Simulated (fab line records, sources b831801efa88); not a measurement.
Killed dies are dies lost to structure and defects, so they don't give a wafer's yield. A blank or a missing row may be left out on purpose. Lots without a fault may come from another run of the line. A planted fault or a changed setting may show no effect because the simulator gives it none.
fab line records | flow sky130
record lots=11 wafers=33 last_day=50
route steps=708 shown VT_ADJUST_HVTR@139 SONOS_ONO@182 POLY_GATE@204 PAD_OPEN@708
lots that met no fault: from a run of the same line without faults
start_h: hours from the record's first day to the start of the lot's first wafer shown | wait_h: hours since the lot's step before | " the same as in the row above | L1.1+2: a row that stands for several wafers | - no value, or no start given | * or withheld: withheld | < > ~ a bound
route shown NAME@n: a module of which the file shows steps, and the number in the route of the first | usual: mean/standard deviation of fault-free wafers | same: alike in all rows | chamber/n: place in a boat | sites: the reading at each site | _std_site: their standard deviation | _edge_site: outer sites' mean less inner sites' | radius_mm: how far each site lies from the wafer's centre | mask NAME#n: copy n | behind: the tool/chamber that last shaped the wafer | hold: why the lot was held/for how many hours/how that ended | device: the transistor (n, p or np) that didn't switch | end of line: the same wafers' tests at the end of the route | a step without rows: its recipe alone | killed: dies lost to structure and defects at the first sort, not the wafer's yield | map: a wafer's dies, x killed, . not, _ none there
set.NAME: the setting as run; set.NAME@STEP: as run at that earlier step | model.NAME: the simulator's own value behind a step, which no gauge read
steps of the route over a sample of lots; a table a step, a row a wafer
services: from which hour (start_h, from the record's first day; less than 0 if before it) a tool's chamber was out of use, for how many hours, and why
## steps
# step SKY_VT_ADJUST_HVTR_OVL_MEAS_08
# usual VT_ADJUST_HVTR_OVL=-0.3/1.5
# columns lot.wafer tool chamber start_h wait_h VT_ADJUST_HVTR_OVL[nm]
L167.4 overlay-02 - 212.05 0.1 -0.9
L167.5 " - " " 0.4
L167.6 " - " " -1.1
L169.2 overlay-02 - 227.97 0.1 0.9
L169.3 " - " " 0.5
L169.5 " - " " -0.1
L171.4 overlay-02 - 243.94 0.1 1.5
L171.5 " - " " 0.2
L171.6 " - " " 1.0
L172.1 overlay-02 - 249.27 0.1 -0.5
L172.4 " - " " -2.5
L172.5 " - " " -2.0
L173.1 overlay-01 - 257.59 0.1 2.6
L173.2 " - " " 1.8
L173.6 " - " " 2.4
L181.1 overlay-02 - 315.64 0.1 -1.3
L181.2 " - " " 0.1
L181.5 " - " " -0.4
L183.1 overlay-02 - 336.52 0.1 -2.7
L183.3 " - " " -4.1
L183.5 " - " " -2.5
L184.2 overlay-02 - 338.57 0.1 -2.5
L184.4 " - " " -0.5
L184.5 " - " " -0.3
L185.1 overlay-01 - 351.82 0.1 0.2
L185.4 " - " " -1.0
L185.5 " - " " -0.8
L186.1 overlay-02 - 352.44 0.1 -3.4
L186.4 " - " " -0.5
L186.5 " - " " -2.2
L189.2 overlay-02 - 373.54 0.1 -1.7
L189.4 " - " " -1.0
L189.5 " - " " -0.6
# step SKY_SONOS_ONO_OVL_MEAS_14
# usual SONOS_ONO_OVL=1.1/1.8
# columns lot.wafer tool chamber start_h wait_h SONOS_ONO_OVL[nm]
L167.4 overlay-02 - 289.82 0.1 0.5
L167.5 " - " " 0.5
L167.6 " - " " 0.6
L169.2 overlay-01 - 307.51 0.1 0.3
L169.3 " - " " -0.5
L169.5 " - " " -0.5
L171.4 overlay-01 - 323.73 0.1 -0.2
L171.5 " - " " -1.8
L171.6 " - " " -0.5
L172.1 overlay-01 - 328.75 0.1 3.2
L172.4 " - " " 3.1
L172.5 " - " " 2.8
L173.1 overlay-01 - 341.87 0.1 2.0
L173.2 " - " " 1.6
L173.6 " - " " 1.8
L181.1 overlay-01 - 401.77 0.1 4.4
L181.2 " - " " 3.4
L181.5 " - " " 2.0
L183.1 overlay-01 - 427.15 0.1 -1.3
L183.3 " - " " -1.5
L183.5 " - " " 1.0
L184.2 overlay-01 - 428.97 0.1 0.7
L184.4 " - " " 0.8
L184.5 " - " " 0.4
L185.1 overlay-02 - 442.77 0.1 -1.3
L185.4 " - " " 1.0
L185.5 " - " " -1.4
L186.1 overlay-01 - 444.60 0.1 1.4
L186.4 " - " " 0.5
L186.5 " - " " 1.5
L189.2 overlay-02 - 472.65 0.1 -2.6
L189.4 " - " " -2.3
L189.5 " - " " -2.6
# step SKY_POLY_GATE_CVD_00
# recipe material=poly-Si target_thk_nm=180 temp_c=620 time_s=720 pressure_mtorr=200
# usual spike_tc_centre_C=620.4/1.4 spike_tc_lower_C=620.5/1.1 spike_tc_top_C=640.7/2 spike_tc_upper_C=620.7/1 zone_power_centre_pct=8.91/0.3 zone_power_lower_pct=8.70/0.23 zone_power_top_pct=20.9/1.2 zone_power_upper_pct=10.6/0.54
# columns lot.wafer tool chamber start_h wait_h spike_tc_centre_C spike_tc_lower_C spike_tc_top_C spike_tc_upper_C zone_power_centre_pct zone_power_lower_pct zone_power_top_pct zone_power_upper_pct
L167.4 lpcvd-01 0 328.32 0.0 621.0 619.7 639.3 619.4 8.73 9.03 19.6 11.1
L167.5 " 0 " " 618.0 620.4 641.6 621.7 8.72 8.93 20.2 11.3
L167.6 " 0 " " 623.4 620.0 638.4 618.9 8.51 8.87 20.0 10.9
L169.2 lpcvd-01 0 340.83 0.0 621.2 620.9 638.3 622.1 8.68 8.83 19.7 11.0
L169.3 " 0 " " 620.8 622.1 639.5 620.4 8.77 8.86 20.0 11.0
L169.5 " 0 " " 620.5 620.2 639.4 620.6 8.66 8.87 19.9 11.0
L171.4 lpcvd-01 0 362.13 0.0 630.4 620.9 650.5 556.3 13.90 8.23 27.3 0.0
L171.5 " 0 " " 628.5 621.9 651.6 553.4 13.66 8.08 27.6 0.0
L171.6 " 0 " " 629.8 620.2 652.6 553.3 13.73 8.11 27.2 0.0
L172.1 lpcvd-01 1 362.13 0.0 627.6 619.0 654.8 553.9 14.85 7.76 30.8 0.0
L172.4 " 1 " " 628.9 620.8 654.8 554.7 14.79 7.81 31.0 0.0
L172.5 " 1 " " 628.0 617.5 654.5 556.3 14.78 7.75 30.3 0.0
L173.1 lpcvd-01 1 375.44 0.0 628.9 618.0 653.8 552.6 14.69 7.73 30.3 0.0
L173.2 " 1 " " 629.2 618.5 655.5 554.9 14.93 7.87 30.5 0.0
L173.6 " 1 " " 628.6 620.5 655.3 555.0 14.81 7.69 31.0 0.0
L181.1 lpcvd-01 0 439.54 0.0 620.9 619.0 639.4 619.8 8.61 9.00 19.9 11.0
L181.2 " 0 " " 621.5 620.9 639.9 622.2 8.68 8.93 20.2 11.3
L181.5 " 0 " " 621.9 620.3 639.0 620.2 8.62 8.93 19.9 11.0
L183.1 lpcvd-01 1 468.12 0.0 621.0 620.0 641.2 620.3 9.15 8.50 22.2 9.9
L183.3 " 1 " " 619.7 621.1 641.8 621.3 9.35 8.44 22.0 9.8
L183.5 " 1 " " 617.6 621.3 642.3 619.1 9.12 8.36 22.2 10.0
L184.2 lpcvd-01 1 468.12 0.0 621.2 621.9 642.5 622.2 9.24 8.44 22.7 10.1
L184.4 " 1 " " 621.4 619.5 641.8 621.0 9.32 8.41 22.4 9.9
L184.5 " 1 " " 619.4 621.2 642.3 620.1 9.15 8.36 22.3 9.9
L185.1 lpcvd-01 1 477.48 0.0 619.1 619.0 642.3 619.4 9.10 8.37 21.9 10.0
L185.4 " 1 " " 618.2 619.7 643.2 622.1 9.25 8.37 22.2 10.0
L185.5 " 1 " " 620.3 620.9 643.3 622.9 9.24 8.29 22.4 9.9
L186.1 lpcvd-01 1 478.80 0.0 619.6 620.4 643.6 620.3 9.32 8.59 22.4 9.8
L186.4 " 1 " " 620.0 620.6 641.9 621.8 9.23 8.43 22.3 9.7
L186.5 " 1 " " 619.3 619.2 643.0 620.1 9.17 8.34 22.2 10.1
L189.2 lpcvd-01 1 507.94 0.0 620.9 619.7 642.5 619.8 9.28 8.37 22.2 10.0
L189.4 " 1 " " 617.4 620.5 643.3 621.7 9.19 8.45 21.9 9.8
L189.5 " 1 " " 618.4 621.0 642.3 620.7 9.32 8.37 22.1 9.9
# step SKY_POLY_GATE_THK_MEAS_01
# recipe reads=poly-Si_of_POLY_GATE_CVD_00
# usual POLY_GATE_CVD_00_THK=179.3/1.5
# columns lot.wafer tool chamber start_h wait_h POLY_GATE_CVD_00_THK[nm]
L167.4 film_metro-03 - 329.55 0.0 177.2
L167.5 " - " " 178.1
L167.6 " - " " 176.9
L169.2 film_metro-01 - 342.04 0.0 179.7
L169.3 " - " " 179.9
L169.5 " - " " 180.1
L172.1 film_metro-02 - 363.33 0.0 165.4
L172.4 " - " " 136.7
L172.5 " - " " 124.0
L171.4 film_metro-02 - 363.42 0.1 91.4
L171.5 " - " " 93.5
L171.6 " - " " 98.6
L173.1 film_metro-02 - 376.64 0.0 104.1
L173.2 " - " " 96.4
L173.6 " - " " 100.1
L181.1 film_metro-02 - 440.74 0.0 179.5
L181.2 " - " " 179.6
L181.5 " - " " 178.5
L183.1 film_metro-02 - 469.32 0.0 178.7
L183.3 " - " " 178.4
L183.5 " - " " 179.9
L184.2 film_metro-03 - 469.33 0.0 182.4
L184.4 " - " " 182.6
L184.5 " - " " 182.3
L185.1 film_metro-01 - 478.68 0.0 179.0
L185.4 " - " " 179.7
L185.5 " - " " 179.9
L186.1 film_metro-03 - 480.00 0.0 180.6
L186.4 " - " " 178.5
L186.5 " - " " 181.1
L189.2 film_metro-02 - 509.75 0.0 180.5
L189.4 " - " " 179.3
L189.5 " - " " 179.6
# step SKY_POLY_GATE_OVL_MEAS_14
# usual POLY_GATE_OVL=-1/5.2
# columns lot.wafer tool chamber start_h wait_h POLY_GATE_OVL[nm]
L167.4 overlay-01 - 385.88 0.1 -11
L167.5 " - " " -14
L167.6 " - " " -10
L169.2 overlay-02 - 399.89 0.1 -6
L169.3 " - " " -5
L169.5 " - " " -8
L172.1 overlay-01 - 421.22 0.1 -1
L172.4 " - " " 2
L172.5 " - " " 3
L171.4 overlay-02 - 423.88 0.1 -2
L171.5 " - " " 0
L171.6 " - " " -6
L173.1 overlay-02 - 437.85 0.1 -7
L173.2 " - " " -10
L173.6 " - " " -10
L181.1 overlay-01 - 503.66 0.1 5
L181.2 " - " " 2
L181.5 " - " " 7
L184.2 overlay-02 - 532.37 0.1 -3
L184.4 " - " " -6
L184.5 " - " " 8
L183.1 overlay-01 - 533.35 0.1 0
L183.3 " - " " 5
L183.5 " - " " -1
L185.1 overlay-01 - 541.40 0.1 1
L185.4 " - " " -2
L185.5 " - " " 5
L186.1 overlay-01 - 543.66 0.1 5
L186.4 " - " " 6
L186.5 " - " " 8
L189.2 overlay-02 - 571.95 0.1 -9
L189.4 " - " " -1
L189.5 " - " " -3
# step SKY_POLY_GATE_ETCH_17
# recipe target_depth_nm=180 stop_on=SiO2 over_etch_frac=0.56667 chemistry=HBr/Cl2 target=poly-Si icp_w=400 bias_w=100 pressure_mtorr=10 HBr_flow_sccm=150 Cl2_flow_sccm=50 time_s=70.5
# usual chamber_pressure_mTorr=10.002/0.01 drypump_motor_current_A=5.9/0.48 mfc_cl2_sccm=50.01/0.16 oes_product_au=0.985/0.0074 throttle_valve_pct=33.683/0.0093
# columns lot.wafer tool chamber start_h wait_h chamber_pressure_mTorr drypump_motor_current_A mfc_cl2_sccm oes_product_au rf_hours_counter_h throttle_valve_pct
L167.4 rie_si-01 2 386.08 0.0 9.995 5.6 50.06 0.974 1 33.703
L167.5 " 2 " " 9.993 5.6 50.23 0.979 - 33.678
L167.6 " 1 " " 9.987 6.6 50.13 0.973 - 33.688
L169.2 rie_si-02 1 400.10 0.0 9.996 5.8 49.96 0.983 4 33.676
L169.3 " 2 " " 10.010 6.2 49.95 0.987 6 33.697
L169.5 " 1 " " 10.012 5.8 49.78 0.994 - 33.680
L172.1 rie_si-02 0 421.43 0.0 10.015 5.5 50.04 0.930 11 33.685
L172.4 " 0 " " 10.009 5.5 50.11 0.827 - 33.682
L172.5 " 2 " " 10.007 6.3 50.14 0.768 - 33.676
L171.4 rie_si-01 0 424.11 0.1 10.033 6.4 50.30 0.640 - 33.669
L171.5 " 2 " " 10.003 5.6 49.94 0.643 - 33.689
L171.6 " 3 " " 10.002 5.2 49.79 0.669 - 33.689
L173.1 rie_si-01 0 438.07 0.0 9.997 6.4 50.01 0.695 3 33.671
L173.2 " 2 " " 9.992 5.6 50.08 0.658 2 33.677
L173.6 " 3 " " 9.999 5.2 50.10 0.677 - 33.687
L181.1 rie_si-01 0 503.88 0.0 9.999 6.4 49.96 0.987 3 33.683
L181.2 " 2 " " 10.010 5.6 50.09 0.982 2 33.685
L181.5 " 2 " " 9.999 5.6 49.73 0.985 - 33.677
L184.2 rie_si-01 0 532.58 0.0 9.994 6.5 50.21 0.998 3 33.668
L184.4 " 2 " " 10.003 5.6 50.06 0.989 2 33.676
L184.5 " 3 " " 9.973 5.2 50.07 0.980 - 33.673
L183.1 rie_si-02 2 533.57 0.0 9.990 6.2 49.74 0.984 7 33.683
L183.3 " 1 " " 10.017 5.8 50.03 0.985 5 33.681
L183.5 " 1 " " 10.010 5.8 49.94 0.983 - 33.694
L185.1 rie_si-01 1 541.71 0.1 10.004 6.5 49.89 0.990 1 33.699
L185.4 " 3 " " 10.011 5.2 49.91 0.979 3 33.676
L185.5 " 3 " " 10.007 5.2 49.91 0.987 - 33.689
L186.1 rie_si-02 1 543.88 0.0 9.998 5.8 50.32 0.993 5 33.691
L186.4 " 3 " " 10.010 6.5 49.91 0.977 - 33.685
L186.5 " 1 " " 9.997 5.8 50.30 0.985 - 33.680
L189.2 rie_si-01 0 572.16 0.0 10.006 6.5 49.85 1.001 3 33.678
L189.4 " 3 " " 9.994 5.2 50.13 0.989 4 33.685
L189.5 " 1 " " 10.006 6.5 49.91 0.995 - 33.679
# step SKY_PAD_OPEN_PROBE_99
# usual killed_at_M0_to_M3=42/6.3 killed_at_M4_up=2.8/1.9 killed_at_contacts=23/5.3 killed_at_front_end=16/4.3 killed_at_other=0.2/0.51 killed_dies=84/9.3 killed_on_rim=16/4.2 killed_open=46/7.6 killed_short=38/6.3
# same gross_dies=492 killed_at_back_side=0
# columns lot.wafer tool chamber start_h wait_h killed_at_M0_to_M3 killed_at_M4_up killed_at_contacts killed_at_front_end killed_at_other killed_dies killed_on_rim killed_open killed_short
L167.4 prober-01 - 1088.97 0.2 36 8 31 11 0 86 13 47 39
L167.5 prober-01 - 1089.02 0.2 41 0 22 20 0 83 22 38 45
L167.6 prober-01 - 1089.07 0.2 51 3 22 15 0 91 19 55 36
L169.2 prober-01 - 1099.55 0.1 44 3 21 12 0 80 19 54 26
L169.3 prober-01 - 1099.60 0.2 46 3 24 13 0 86 18 33 53
L169.5 prober-01 - 1099.70 0.2 49 5 27 17 0 98 18 46 52
L171.4 prober-02 - 1117.38 0.2 55 0 25 15 0 95 25 50 45
L171.5 prober-02 - 1117.43 0.2 33 7 25 21 0 86 17 48 38
L171.6 prober-02 - 1117.48 0.2 50 3 33 19 0 105 14 64 41
L172.1 prober-01 - 1118.36 0.1 44 0 16 15 0 75 13 36 39
L172.4 prober-01 - 1118.51 0.2 46 2 22 19 0 89 19 38 51
L172.5 prober-01 - 1118.56 0.2 50 2 25 16 0 93 11 47 46
L173.1 prober-01 - 1135.36 0.1 39 1 25 10 1 76 15 52 24
L173.2 prober-01 - 1135.41 0.1 40 1 21 12 1 75 18 43 32
L173.6 prober-01 - 1135.61 0.2 33 0 35 7 0 75 15 52 23
L181.1 prober-02 - 1175.15 0.1 36 2 28 13 1 80 14 38 42
L181.2 prober-02 - 1175.20 0.1 33 3 24 18 1 79 17 38 41
L181.5 prober-02 - 1175.35 0.2 45 1 23 16 0 85 20 49 36
L184.2 prober-01 - 1184.04 0.1 34 3 17 14 0 68 11 37 31
L184.4 prober-01 - 1184.14 0.2 42 1 22 16 0 81 21 43 38
L184.5 prober-01 - 1184.19 0.2 35 3 22 13 0 73 12 36 37
L183.1 prober-02 - 1185.90 0.1 49 1 22 18 0 90 20 55 35
L183.3 prober-02 - 1186.00 0.2 38 1 10 12 0 61 16 34 27
L183.5 prober-02 - 1186.10 0.2 37 5 28 9 0 79 17 44 35
L185.1 prober-01 - 1188.11 0.1 50 3 10 11 0 74 11 47 27
L185.4 prober-01 - 1188.26 0.2 43 3 26 15 0 87 25 53 34
L185.5 prober-01 - 1188.31 0.2 39 2 30 14 0 85 14 44 41
L186.1 prober-02 - 1192.67 0.1 42 6 22 22 0 92 14 38 54
L186.4 prober-02 - 1192.82 0.2 46 0 23 25 0 94 21 55 39
L186.5 prober-02 - 1192.87 0.2 53 2 25 22 1 103 20 59 44
L189.2 prober-01 - 1205.43 0.1 54 3 29 15 0 101 12 57 44
L189.4 prober-01 - 1205.53 0.2 43 2 34 20 0 99 17 63 36
L189.5 prober-01 - 1205.58 0.2 60 1 25 16 0 102 14 55 47
# killed by level:class
L167.4 CONTACT:geometric_particle:open=10 LI_CONTACT:geometric_particle:open=7 CONTACT:geometric_particle:short=7 VIA1:geometric_particle:open=7 VIA3:geometric_particle:open=7 METAL4:geometric_particle:short=7 VIA2:geometric_particle:open=5 LOCAL_INTERCONNECT:geometric_particle:short=4
L167.5 VIA1:geometric_particle:open=10 METAL2:geometric_particle:short=9 POLY_GATE:geometric_particle:short=8 CONTACT:geometric_particle:open=8 LI_CONTACT:geometric_particle:open=7 METAL1:geometric_particle:short=7 FIELD_ISO:geometric_particle:short=4 VIA3:geometric_particle:open=4
L167.6 VIA1:geometric_particle:open=18 CONTACT:geometric_particle:open=12 VIA2:geometric_particle:short=7 VIA3:geometric_particle:open=7 METAL2:geometric_particle:short=5 POLY_GATE:geometric_particle:short=4 POLY_GATE:geometric_particle:open=4 METAL1:geometric_particle:short=4
L169.2 VIA1:geometric_particle:open=14 VIA3:geometric_particle:open=8 CONTACT:geometric_particle:open=7 LI_CONTACT:geometric_particle:open=6 METAL1:geometric_particle:short=5 METAL2:geometric_particle:short=4 VIA2:geometric_particle:open=4 FIELD_ISO:geometric_particle:open=3
L169.3 METAL1:geometric_particle:short=9 LI_CONTACT:geometric_particle:open=6 LOCAL_INTERCONNECT:geometric_particle:short=6 CONTACT:geometric_particle:short=6 VIA2:geometric_particle:open=5 VIA1:geometric_particle:short=5 VIA1:geometric_particle:open=5 METAL2:geometric_particle:short=5
L169.5 VIA1:geometric_particle:open=10 LI_CONTACT:geometric_particle:open=7 LOCAL_INTERCONNECT:geometric_particle:short=7 CONTACT:geometric_particle:open=7 VIA1:geometric_particle:short=7 VIA3:geometric_particle:open=7 METAL1:geometric_particle:short=6 VIA2:geometric_particle:open=5
L171.4 VIA1:geometric_particle:open=16 CONTACT:geometric_particle:open=12 VIA3:geometric_particle:short=7 VIA1:geometric_particle:short=7 LOCAL_INTERCONNECT:geometric_particle:short=6 METAL2:geometric_particle:short=5 VIA3:geometric_particle:open=5 POLY_GATE:geometric_particle:short=4
L171.5 VIA1:geometric_particle:open=9 VIA2:geometric_particle:open=6 LI_CONTACT:geometric_particle:open=6 CONTACT:geometric_particle:short=6 LOCAL_INTERCONNECT:geometric_particle:short=5 CONTACT:geometric_particle:open=5 METAL2:geometric_particle:short=5 FIELD_ISO:geometric_particle:open=4
L171.6 LI_CONTACT:geometric_particle:open=12 CONTACT:geometric_particle:open=12 VIA1:geometric_particle:open=10 VIA2:geometric_particle:open=9 METAL1:geometric_particle:short=6 METAL3:geometric_particle:short=6 FIELD_ISO:geometric_particle:short=5 VIA3:geometric_particle:open=5
L172.1 VIA1:geometric_particle:open=10 POLY_GATE:geometric_particle:short=6 VIA1:geometric_particle:short=5 VIA3:geometric_particle:short=5 POLY_GATE:geometric_particle:open=4 LI_CONTACT:geometric_particle:open=4 VIA2:geometric_particle:open=4 METAL3:geometric_particle:short=4
L172.4 VIA1:geometric_particle:open=14 METAL2:geometric_particle:short=9 POLY_GATE:geometric_particle:short=7 CONTACT:geometric_particle:open=7 LOCAL_INTERCONNECT:geometric_particle:short=6 VIA1:geometric_particle:short=6 METAL1:geometric_particle:short=5 LI_CONTACT:geometric_particle:open=4
L172.5 VIA1:geometric_particle:open=15 CONTACT:geometric_particle:short=6 CONTACT:geometric_particle:open=6 POLY_GATE:geometric_particle:open=5 LI_CONTACT:geometric_particle:open=5 METAL1:geometric_particle:short=5 METAL2:geometric_particle:short=5 VIA3:geometric_particle:open=5
L173.1 VIA1:geometric_particle:open=17 CONTACT:geometric_particle:open=10 LI_CONTACT:geometric_particle:open=8 VIA2:geometric_particle:open=5 METAL1:geometric_particle:short=4 FIELD_ISO:geometric_particle:open=3 POLY_GATE:geometric_particle:short=3 CONTACT:geometric_particle:short=3
L173.2 VIA1:geometric_particle:open=14 CONTACT:geometric_particle:open=8 LI_CONTACT:geometric_particle:open=6 VIA3:geometric_particle:open=5 METAL2:geometric_particle:short=4 VIA2:geometric_particle:short=4 LI_CONTACT:geometric_particle:short=3 FIELD_ISO:geometric_particle:short=3
L173.6 CONTACT:geometric_particle:open=17 VIA1:geometric_particle:open=10 LI_CONTACT:geometric_particle:open=9 VIA2:geometric_particle:open=6 VIA3:geometric_particle:open=6 CONTACT:geometric_particle:short=5 FIELD_ISO:geometric_particle:short=4 LOCAL_INTERCONNECT:geometric_particle:short=3
L181.1 LI_CONTACT:geometric_particle:open=10 CONTACT:geometric_particle:open=7 METAL1:geometric_particle:short=6 POLY_GATE:geometric_particle:short=5 VIA1:geometric_particle:open=5 VIA2:geometric_particle:open=5 METAL2:geometric_particle:short=5 LI_CONTACT:geometric_particle:short=4
L181.2 LOCAL_INTERCONNECT:geometric_particle:short=8 VIA1:geometric_particle:open=7 FIELD_ISO:geometric_particle:short=6 CONTACT:geometric_particle:open=6 FIELD_ISO:geometric_particle:open=5 CONTACT:geometric_particle:short=5 METAL1:geometric_particle:short=5 LI_CONTACT:geometric_particle:open=4
L181.5 VIA1:geometric_particle:open=15 CONTACT:geometric_particle:open=9 LI_CONTACT:geometric_particle:open=7 VIA1:geometric_particle:short=6 METAL2:geometric_particle:short=5 VIA3:geometric_particle:open=5 FIELD_ISO:geometric_particle:open=4 POLY_GATE:geometric_particle:short=4
L184.2 VIA2:geometric_particle:open=11 VIA1:geometric_particle:open=7 LI_CONTACT:geometric_particle:open=6 VIA1:geometric_particle:short=6 CONTACT:geometric_particle:open=5 POLY_GATE:geometric_particle:short=4 CONTACT:geometric_particle:short=4 VIA3:geometric_particle:open=4
L184.4 VIA1:geometric_particle:open=13 LI_CONTACT:geometric_particle:open=9 METAL1:geometric_particle:short=7 CONTACT:geometric_particle:open=6 VIA3:geometric_particle:open=6 FIELD_ISO:geometric_particle:short=5 POLY_GATE:geometric_particle:short=5 VIA2:geometric_particle:open=4
L184.5 CONTACT:geometric_particle:open=9 POLY_GATE:geometric_particle:short=7 VIA3:geometric_particle:open=6 VIA1:geometric_particle:open=6 LOCAL_INTERCONNECT:geometric_particle:short=5 VIA2:geometric_particle:open=5 LI_CONTACT:geometric_particle:open=4 METAL2:geometric_particle:short=3
L183.1 VIA2:geometric_particle:open=16 VIA1:geometric_particle:open=11 CONTACT:geometric_particle:open=9 FIELD_ISO:geometric_particle:short=8 LI_CONTACT:geometric_particle:open=7 FIELD_ISO:geometric_particle:open=4 CONTACT:geometric_particle:short=4 METAL2:geometric_particle:short=4
L183.3 VIA1:geometric_particle:open=13 VIA2:geometric_particle:open=6 VIA3:geometric_particle:open=5 CONTACT:geometric_particle:open=4 SPACER:geometric_particle:short=3 CONTACT:geometric_particle:short=3 METAL1:geometric_particle:short=3 METAL2:geometric_particle:short=3
L183.5 CONTACT:geometric_particle:open=10 LI_CONTACT:geometric_particle:open=9 VIA1:geometric_particle:open=7 VIA1:geometric_particle:short=6 CONTACT:geometric_particle:short=5 METAL4:geometric_particle:short=5 VIA2:geometric_particle:open=4 METAL3:geometric_particle:short=4
L185.1 VIA1:geometric_particle:open=16 METAL2:geometric_particle:short=6 VIA2:geometric_particle:open=5 METAL1:geometric_particle:open=5 VIA1:geometric_particle:short=5 CONTACT:geometric_particle:open=4 VIA3:geometric_particle:open=4 FIELD_ISO:geometric_particle:short=3
L185.4 VIA1:geometric_particle:open=13 LI_CONTACT:geometric_particle:open=8 FIELD_ISO:geometric_particle:open=6 LI_CONTACT:geometric_particle:short=6 VIA3:geometric_particle:open=6 METAL3:geometric_particle:open=5 METAL2:geometric_particle:short=5 POLY_GATE:geometric_particle:open=4
L185.5 CONTACT:geometric_particle:open=12 VIA1:geometric_particle:open=9 LI_CONTACT:geometric_particle:open=7 CONTACT:geometric_particle:short=7 METAL1:geometric_particle:short=6 POLY_GATE:geometric_particle:short=5 VIA3:geometric_particle:short=5 POLY_GATE:geometric_particle:open=4
L186.1 CONTACT:geometric_particle:short=9 VIA1:geometric_particle:open=8 METAL2:geometric_particle:short=8 VIA3:geometric_particle:open=7 FIELD_ISO:geometric_particle:short=6 VIA1:geometric_particle:short=6 POLY_GATE:geometric_particle:short=5 CONTACT:geometric_particle:open=5
L186.4 FIELD_ISO:geometric_particle:open=13 CONTACT:geometric_particle:open=11 VIA1:geometric_particle:open=10 METAL2:geometric_particle:short=7 FIELD_ISO:geometric_particle:short=6 CONTACT:geometric_particle:short=6 VIA2:geometric_particle:open=6 VIA3:geometric_particle:open=6
L186.5 CONTACT:geometric_particle:open=11 VIA1:geometric_particle:open=11 VIA2:geometric_particle:open=9 VIA3:geometric_particle:open=8 METAL1:geometric_particle:short=7 FIELD_ISO:geometric_particle:short=6 VIA2:geometric_particle:short=6 METAL2:geometric_particle:short=6
L189.2 VIA1:geometric_particle:open=15 CONTACT:geometric_particle:open=14 VIA1:geometric_particle:short=9 VIA3:geometric_particle:open=8 CONTACT:geometric_particle:short=6 METAL2:geometric_particle:short=6 POLY_GATE:geometric_particle:short=5 LI_CONTACT:geometric_particle:open=5
L189.4 CONTACT:geometric_particle:open=18 VIA1:geometric_particle:open=12 VIA3:geometric_particle:open=8 POLY_GATE:geometric_particle:short=7 LI_CONTACT:geometric_particle:open=7 VIA1:geometric_particle:short=7 VIA2:geometric_particle:open=6 FIELD_ISO:geometric_particle:open=4
L189.5 CONTACT:geometric_particle:open=13 VIA2:geometric_particle:open=10 METAL2:geometric_particle:short=9 VIA1:geometric_particle:open=8 METAL1:geometric_particle:short=7 VIA1:geometric_particle:short=5 VIA2:geometric_particle:short=5 VIA3:geometric_particle:short=5
## services
# columns tool chamber start_h hours kind
rie_si-02 0 305.35 4.6 repair
rie_si-01 1 329.18 3.2 repair
rie_si-02 2 360.49 21.2 repair
rie_si-02 3 392.32 1.5 repair
rie_si-01 2 403.84 12.9 repair
lpcvd-01 - 407.67 0.8 repair
rie_si-01 1 413.79 51.2 repair
rie_si-02 3 420.77 5.8 repair
rie_si-02 - 440.45 2.8 pm
rie_si-02 0 467.08 4.5 repair
rie_si-02 - 475.65 0.6 repair
rie_si-01 - 485.69 2.0 repair
rie_si-01 3 512.51 18.2 repair
rie_si-02 0 532.99 12.0 repair
rie_si-02 3 552.22 - clean
rie_si-02 3 552.22 15.5 scheduled_down
rie_si-02 3 552.22 15.5 vent_cycle
## key
first_sign step=SKY_POLY_GATE_CVD_00 reading=spike_tc_upper_C direction=down sigmas=63 usual=620.7 struck=554.5
effect step=SKY_POLY_GATE_CVD_00 reading=zone_power_upper_pct direction=down sigmas=20 usual=10.6 struck=0.0
effect step=SKY_POLY_GATE_THK_MEAS_01 reading=POLY_GATE_CVD_00_THK direction=down sigmas=44 usual=179.3 struck=112.2
effect step=SKY_POLY_GATE_ETCH_17 reading=oes_product_au direction=down sigmas=35 usual=0.985 struck=0.723
met_at SKY_POLY_GATE_CVD_00
struck_lots L171,L172,L173
tester_left_out L171,L172,L173
not_acting_at SKY_VT_ADJUST_HVTR_OVL_MEAS_08,SKY_SONOS_ONO_OVL_MEAS_14,SKY_POLY_GATE_OVL_MEAS_14
onset_between 340.83 362.13
fault kind=process_parameter_drift tool=lpcvd-01 chamber=- onset_h=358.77 steps=SKY_POLY_GATE_CVD_00 channel=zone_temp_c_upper offset=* shape=step end_h=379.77
# tester_left_out: of these lots the tester's yield and bins aren't shown, on N5 and GAA mostly nor the transistor test; their killed dies are dies lost to structure and defects alone, not to doping, threshold or leakage, so they don't give the yield
